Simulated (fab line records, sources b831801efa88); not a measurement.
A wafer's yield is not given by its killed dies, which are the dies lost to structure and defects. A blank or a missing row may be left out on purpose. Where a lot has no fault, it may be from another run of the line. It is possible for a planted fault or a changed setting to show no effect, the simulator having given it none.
fab line records	flow gf180mcu
record lots=7	wafers=21	last_day=34
route steps=602 shown M2@363
lots untouched by any fault: they come from a run of this same line in which no faults occurred
start_h: hours from the record's opening day to when the first of the lot's shown wafers began	wait_h: how many hours have passed since the lot's step before this one	" identical to the entry in the row above	L1.1+2: a single row standing in for several wafers	- no value, or no start given	* or withheld: withheld	< > ~ a bound
route shown NAME@n: names a module that has steps shown in the file, with the first one's number in the route	usual: mean and standard deviation over wafers with no fault	same: alike in all rows	chamber/n: place in a boat	sites: per-site readings	_std_site: their standard deviation	_edge_site: inner sites' mean taken away from outer sites' mean	radius_mm: how far each site lies from the wafer's centre	mask NAME#n: copy n	behind: the last tool/chamber to shape the wafer	hold: the reason the lot was held/the length of the hold in hours/how it ended	device: which transistor (n, p or np) failed to switch	end of line: the route-end tests of the same wafers	where a step has no rows: the recipe by itself	killed: not the wafer's yield, but the dies lost to structure and defects at the first sort	map: shows each die of a wafer: x if killed, . if not, _ if none is there
set.NAME: the setting that was run; set.NAME@STEP: the one run at that earlier step	model.NAME: the simulator's own value behind a step, which no gauge read
lots at some steps of the route; a table a step, a row a wafer
services: a tool's chamber out of use, with start hour (start_h, from the record's first day; less than 0 if before it), hours out, and reason
## steps
# step GF_M2_SPUTTER_01
# recipe material=TiN	target_thk_nm=30	power_w=6500	time_s=25	chamber_pressure_pa=0.4
# usual throttle_valve_pct=30.1/1.1
lot.wafer	tool	chamber	start_h	wait_h	throttle_valve_pct
L224.2	pvd_sputter-04	-	438.87	0.1	28.7
L224.5	"	-	"	"	31.4
L224.6	"	-	"	"	30.7
L234.2	pvd_sputter-02	-	530.30	0.1	31.3
L234.5	"	-	"	"	29.2
L234.6	"	-	"	"	30.8
L235.1	pvd_sputter-03	-	538.05	0.1	30.5
L235.3	"	-	"	"	30.3
L235.5	"	-	"	"	27.9
L236.2	pvd_sputter-02	-	547.58	0.1	31.4
L236.3	"	-	"	"	30.4
L236.5	"	-	"	"	30.1
L241.1	pvd_sputter-03	-	586.09	0.1	28.1
L241.5	"	-	"	"	30.3
L241.6	"	-	"	"	30.0
L242.2	pvd_sputter-03	-	590.15	0.1	30.0
L242.4	"	-	"	"	28.1
L242.5	"	-	"	"	29.5
L244.3	pvd_sputter-02	-	606.80	0.1	30.6
L244.4	"	-	"	"	30.2
L244.6	"	-	"	"	30.1
# step GF_M2_SPUTTER_02
# recipe material=AlCu	target_thk_nm=450	power_w=10600	time_s=23.9	chamber_pressure_pa=0.4
# usual throttle_valve_pct=30.1/1
lot.wafer	tool	chamber	start_h	wait_h	throttle_valve_pct
L224.2	pvd_sputter-04	-	438.90	0.0	28.6
L224.5	"	-	"	"	31.2
L224.6	"	-	"	"	30.8
L234.2	pvd_sputter-02	-	530.33	0.0	31.4
L234.5	"	-	"	"	29.5
L234.6	"	-	"	"	30.6
L235.1	pvd_sputter-03	-	538.08	0.0	30.1
L235.3	"	-	"	"	30.3
L235.5	"	-	"	"	27.9
L236.2	pvd_sputter-02	-	547.61	0.0	31.6
L236.3	"	-	"	"	30.2
L236.5	"	-	"	"	30.3
L241.1	pvd_sputter-03	-	586.12	0.0	28.1
L241.5	"	-	"	"	30.1
L241.6	"	-	"	"	30.1
L242.2	pvd_sputter-03	-	590.18	0.0	29.5
L242.4	"	-	"	"	27.7
L242.5	"	-	"	"	29.9
L244.3	pvd_sputter-02	-	606.83	0.0	30.5
L244.4	"	-	"	"	30.2
L244.6	"	-	"	"	30.4
# step GF_M2_SPUTTER_03
# recipe material=Ti	target_thk_nm=10	substrate_temp_c=300	chamber_pressure_pa=0.3	power_w=3000	time_s=6.7
# usual throttle_valve_pct=30.1/1
lot.wafer	tool	chamber	start_h	wait_h	throttle_valve_pct
L224.2	pvd_sputter-04	-	438.93	0.0	28.7
L224.5	"	-	"	"	31.4
L224.6	"	-	"	"	30.9
L234.2	pvd_sputter-02	-	530.36	0.0	31.4
L234.5	"	-	"	"	29.5
L234.6	"	-	"	"	30.6
L235.1	pvd_sputter-03	-	538.11	0.0	30.0
L235.3	"	-	"	"	30.2
L235.5	"	-	"	"	28.0
L236.2	pvd_sputter-02	-	547.64	0.0	31.4
L236.3	"	-	"	"	30.4
L236.5	"	-	"	"	30.1
L241.1	pvd_sputter-03	-	586.15	0.0	28.1
L241.5	"	-	"	"	30.0
L241.6	"	-	"	"	30.1
L242.2	pvd_sputter-03	-	590.21	0.0	29.8
L242.4	"	-	"	"	28.0
L242.5	"	-	"	"	30.0
L244.3	pvd_sputter-02	-	606.86	0.0	30.6
L244.4	"	-	"	"	30.2
L244.6	"	-	"	"	30.4
# step GF_M2_SPUTTER_04
# recipe material=TiN	target_thk_nm=50	power_w=6500	time_s=41.7	chamber_pressure_pa=0.4
# usual throttle_valve_pct=30.1/1
lot.wafer	tool	chamber	start_h	wait_h	throttle_valve_pct
L224.2	pvd_sputter-04	-	438.95	0.0	28.3
L224.5	"	-	"	"	31.4
L224.6	"	-	"	"	30.7
L234.2	pvd_sputter-02	-	530.38	0.0	31.3
L234.5	"	-	"	"	29.5
L234.6	"	-	"	"	30.7
L235.1	pvd_sputter-03	-	538.13	0.0	30.1
L235.3	"	-	"	"	30.2
L235.5	"	-	"	"	28.1
L236.2	pvd_sputter-02	-	547.66	0.0	31.5
L236.3	"	-	"	"	30.2
L236.5	"	-	"	"	30.1
L241.1	pvd_sputter-03	-	586.17	0.0	27.8
L241.5	"	-	"	"	30.2
L241.6	"	-	"	"	30.3
L242.2	pvd_sputter-03	-	590.23	0.0	29.5
L242.4	"	-	"	"	28.0
L242.5	"	-	"	"	29.9
L244.3	pvd_sputter-02	-	606.88	0.0	30.5
L244.4	"	-	"	"	30.3
L244.6	"	-	"	"	30.3
# step GF_M2_RS_MEAS_05
# recipe thk_meas_gauge=four-point-probe	reads=TiN_of_M2_SPUTTER_04+Ti_of_M2_SPUTTER_03+AlCu_of_M2_SPUTTER_02+TiN_of_M2_SPUTTER_01+Ti_of_M2_SPUTTER_00
# usual M2_ALCU_RS=0.0696/0.00079
lot.wafer	tool	chamber	start_h	wait_h	M2_ALCU_RS[ohm/sq]
L224.2	film_metro-02	-	439.01	0.0	0.0716
L224.5	"	-	"	"	0.0686
L224.6	"	-	"	"	0.0699
L234.2	film_metro-02	-	530.44	0.0	0.0694
L234.5	"	-	"	"	0.0693
L234.6	"	-	"	"	0.0688
L235.1	film_metro-03	-	538.17	0.0	0.0684
L235.3	"	-	"	"	0.0680
L235.5	"	-	"	"	0.0690
L236.2	film_metro-02	-	547.72	0.0	0.0699
L236.3	"	-	"	"	0.0696
L236.5	"	-	"	"	0.0696
L241.1	film_metro-02	-	586.21	0.0	0.0707
L241.5	"	-	"	"	0.0704
L241.6	"	-	"	"	0.0706
L242.2	film_metro-02	-	590.29	0.0	0.0700
L242.4	"	-	"	"	0.0701
L242.5	"	-	"	"	0.0699
L244.3	film_metro-04	-	606.96	0.1	0.0683
L244.4	"	-	"	"	0.0679
L244.6	"	-	"	"	0.0685
# step GF_M2_THK_MEAS_06
# recipe thk_meas_gauge=xrf	reads=AlCu_of_M2_SPUTTER_02
# usual M2_ALCU_THK=441/6.2
lot.wafer	tool	chamber	start_h	wait_h	M2_ALCU_THK[nm]
L224.2	film_metro-02	-	439.12	0.1	429
L224.5	"	-	"	"	446
L224.6	"	-	"	"	438
L234.2	film_metro-02	-	530.55	0.1	442
L234.5	"	-	"	"	440
L234.6	"	-	"	"	446
L235.1	film_metro-03	-	538.29	0.1	451
L235.3	"	-	"	"	451
L235.5	"	-	"	"	444
L236.2	film_metro-02	-	547.83	0.1	438
L236.3	"	-	"	"	439
L236.5	"	-	"	"	439
L241.1	film_metro-02	-	586.33	0.1	433
L241.5	"	-	"	"	431
L241.6	"	-	"	"	433
L242.2	film_metro-02	-	590.40	0.1	436
L242.4	"	-	"	"	435
L242.5	"	-	"	"	436
L244.3	film_metro-04	-	607.06	0.1	448
L244.4	"	-	"	"	454
L244.6	"	-	"	"	450
# step GF_M2_DEHYDRATE_07
# recipe temp_c=200	time_s=60
# step GF_M2_HMDS_08
# recipe prime_time_s=60	prime_temp_c=120
# step GF_M2_COAT_09
# recipe resist=KrF	spin_rpm=withheld	resist_thk_nm=1000
# step GF_M2_SOFTBAKE_10
# recipe temp_c=130	time_s=60	resist=KrF
# step GF_M2_EXPOSE_11
# recipe mask_id=Metal2	target_cd_nm=280	na=0.68	source_shape=conventional	sigma_outer=0.6	dose_mj=28
# step GF_M2_PEB_12
# recipe peb_temp_c=135	peb_time_s=90	resist=KrF
# step GF_M2_DEVELOP_13
# recipe develop_time_s=60	dev_temp_c=21
# usual chill_plate_temp_C=22.99/0.1	develop_time_s=60/0	developer_temp_C=20.99/0.1
lot.wafer	tool	chamber	start_h	wait_h	chill_plate_temp_C	develop_time_s	developer_temp_C	model.KrF_of_M2_COAT_09.thk_nm
L224.2	litho_track-01	0	463.24	0.2	23.12	60	20.84	988
L224.5	"	0	"	"	23.05	60	21.01	982.3
L224.6	"	0	"	"	22.86	60	21.00	984.7
L234.2	litho_track-03	-	552.70	0.2	-	-	-	995.9
L234.5	"	-	"	"	-	-	-	994.5
L234.6	"	-	"	"	-	-	-	997.9
L235.1	litho_track-04	-	559.89	0.2	-	-	-	1005
L235.3	"	-	"	"	-	-	-	1003
L235.5	"	-	"	"	-	-	-	1000
L236.2	litho_track-01	-	569.64	0.2	-	-	-	1003
L236.3	"	-	"	"	-	-	-	1005
L236.5	"	-	"	"	-	-	-	1006
L241.1	litho_track-04	0	607.34	0.2	22.90	60	21.11	980.8
L241.5	"	0	"	"	23.01	60	21.03	981.2
L241.6	"	0	"	"	22.83	60	20.95	983.3
L242.2	litho_track-01	0	609.69	0.2	23.04	60	21.04	983.5
L242.4	"	0	"	"	23.15	60	20.93	984.7
L242.5	"	0	"	"	23.03	60	21.01	986.9
L244.3	litho_track-04	0	627.64	0.1	23.08	60	21.06	984.4
L244.4	"	0	"	"	23.25	60	20.93	987.5
L244.6	"	0	"	"	23.02	60	21.10	982.7
# step GF_M2_CD_MEAS_14
# recipe target_cd_nm=280
# usual cd_nm=280.1/1.4
lot.wafer	tool	chamber	start_h	wait_h	cd_nm
L224.2	cd_sem-01	-	463.39	0.1	279.9
L224.5	"	-	"	"	279.4
L224.6	"	-	"	"	278.7
L234.2	cd_sem-01	-	552.84	0.1	-
L234.5	"	-	"	"	-
L234.6	"	-	"	"	-
L235.1	cd_sem-01	-	560.04	0.1	-
L235.3	"	-	"	"	-
L235.5	"	-	"	"	-
L236.2	cd_sem-01	-	569.79	0.1	-
L236.3	"	-	"	"	-
L236.5	"	-	"	"	-
L241.1	cd_sem-02	-	607.49	0.1	278.7
L241.5	"	-	"	"	278.8
L241.6	"	-	"	"	277.7
L242.2	cd_sem-01	-	609.91	0.2	279.2
L242.4	"	-	"	"	280.4
L242.5	"	-	"	"	279.6
L244.3	cd_sem-01	-	627.78	0.1	278.6
L244.4	"	-	"	"	278.9
L244.6	"	-	"	"	278.7
## services
tool	chamber	start_h	hours	kind
pvd_sputter-03	-	415.81	3.2	repair
pvd_sputter-04	1	515.81	-	consumable_replace:kit
pvd_sputter-04	1	515.81	18.0	scheduled_down
pvd_sputter-04	1	515.81	18.0	vent_cycle
pvd_sputter-03	-	573.68	3.8	repair
pvd_sputter-03	-	574.17	4.4	repair
pvd_sputter-02	2	581.52	-	consumable_replace:kit
pvd_sputter-02	2	581.52	18.0	scheduled_down
pvd_sputter-02	2	581.52	18.0	vent_cycle
pvd_sputter-04	-	582.85	8.4	repair
pvd_sputter-03	-	593.28	105.8	repair
## key
first_sign step=GF_M2_DEVELOP_13	reading=tool_record	direction=missing
effect none on later readings
model_effect step=GF_M2_DEVELOP_13	value=KrF_of_M2_COAT_09.thk_nm	without=986.1	struck=1001
met_at GF_M2_DEVELOP_13
struck_wafers L234.2,L234.5,L234.6,L235.1,L235.3,L235.5,L236.2,L236.3,L236.5
later_rows_left_out L234.2,L234.5,L234.6,L235.1,L235.3,L235.5,L236.2,L236.3,L236.5
sort_left_out L234.2,L234.5,L234.6,L235.1,L235.3,L235.5,L236.2,L236.3,L236.5
onset_between 463.24 552.70
fault kind=skipped_step_whole	tool=litho_track-01,litho_track-03,litho_track-04	chamber=-	onset_h=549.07	steps=GF_M2_DEVELOP_13	scope=struck_lots_only
# sort_left_out: the simulated sort isn't trusted on such a fault, so these wafers' sort isn't shown, and their yield isn't known
# later_rows_left_out: the simulator's readings of these wafers behind a module that went badly wrong aren't trusted and aren't shown, but for the sort
